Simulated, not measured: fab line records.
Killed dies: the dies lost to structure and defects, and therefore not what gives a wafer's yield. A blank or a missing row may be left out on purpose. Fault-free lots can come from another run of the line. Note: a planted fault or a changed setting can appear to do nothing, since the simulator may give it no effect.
Code-filled problem report in 8D (eight disciplines) form | flow sky130 | the parts of the form that need people (team, actions taken, sign-off) are left out

## 1. PROBLEM STATEMENT
Mean SD_P_OVL at SKY_SD_P_OVL_MEAS_08: 74.1 nm over 9 wafers in 3 lots; fault-free wafers: -1.0 nm, standard deviation 1.6. That is +47 standard deviations from the usual mean.
Seen first at day 29 14:07 on overlay-01, wafer L497.2. At this step, 41 wafers from 14 lots have a number in the record. The rule behind "out" and "out of limits": a value lying over 4 standard deviations away from the usual mean. The rest of the wafers with a number are treated as sound.

## 2. WHAT IT IS, AND WHAT IT ISN'T
question                    | is                     | is not
which readings at this step | SD_P_OVL               | -
which lots                  | L497, L498, L501       | L487, L488, L489, L490, L491, L492, L493, L496, L500, L504, L509
which wafers of those lots  | all that have a number | -
read on which gauges        | overlay-01, overlay-02 | -
when                        | from day 29 14:07      | up to then (24 sound wafers); but 8 sound wafers of L500, L504, L509 came after

## 3. THE SUSPECTS, EACH WITH WHAT RULES IT OUT
Counting: a tool at any process step up to the reading remains a suspect when it ran all the lots that are out and ran no sound lot after the first of those.
- the gauge at SKY_SD_P_OVL_MEAS_08 has been ruled out. 2 gauges (overlay-01, overlay-02) read the wafers that are out.
- iline stepper-02 at SKY_SD_P_EXPOSE_04 (exposes mask PSDM, target cd 380 nm): kept. Every lot that is out went through it, starting with L497 (day 29 00:47), and after that it ran no sound lot; the last sound lot it ran before then is L496 (day 28 22:19).
The count leaves iline stepper-02 at SKY_SD_P_EXPOSE_04.

## 4. THE CAUSE (what the simulator had put in)
Scanner matching overlay: iline stepper-02, from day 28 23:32 on, at SKY_SD_P_EXPOSE_04. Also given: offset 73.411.
The count eliminated every tool but this one.

## 5. THE EFFECT CHAIN, in route order
Each row: a reading whose mean over the struck wafers that have a number lies more than 3 standard deviations from the usual. Only readings whose record carries a usual standard deviation are examined. hours: median over the lots of the time between each lot's start at the first step of this table that gives one and its start at this step. sigmas: the change, counted in usual standard deviations.
hours | step                 | reading  | usual   | on struck wafers | change | sigmas
0     | SKY_SD_P_OVL_MEAS_08 | SD_P_OVL | -1.0 nm | 74.1             | +75.1  | +47
Later measuring or inspecting steps at which every struck wafer that the step has a row for has a number for every such reading, and none has moved that far: SKY_SD_P_TW_MEAS_11.

## 6. WHAT WOULD HAVE CAUGHT IT SOONER
Counted from the fault's start at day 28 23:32, it took 15 hours until the first out-of-limits reading at a measuring or inspecting step in this record, taken at day 29 14:07.
An alarm limit of 4 standard deviations would not have fired on the tool readings at SKY_SD_P_EXPOSE_04 for which the record gives a usual standard deviation, since none of them was out on any struck wafer.
Among the 3 lots that are out, L498, L501 began SKY_SD_P_EXPOSE_04 on iline stepper-02 after day 29 14:07. A hold on the tool at that time would have spared those 2.
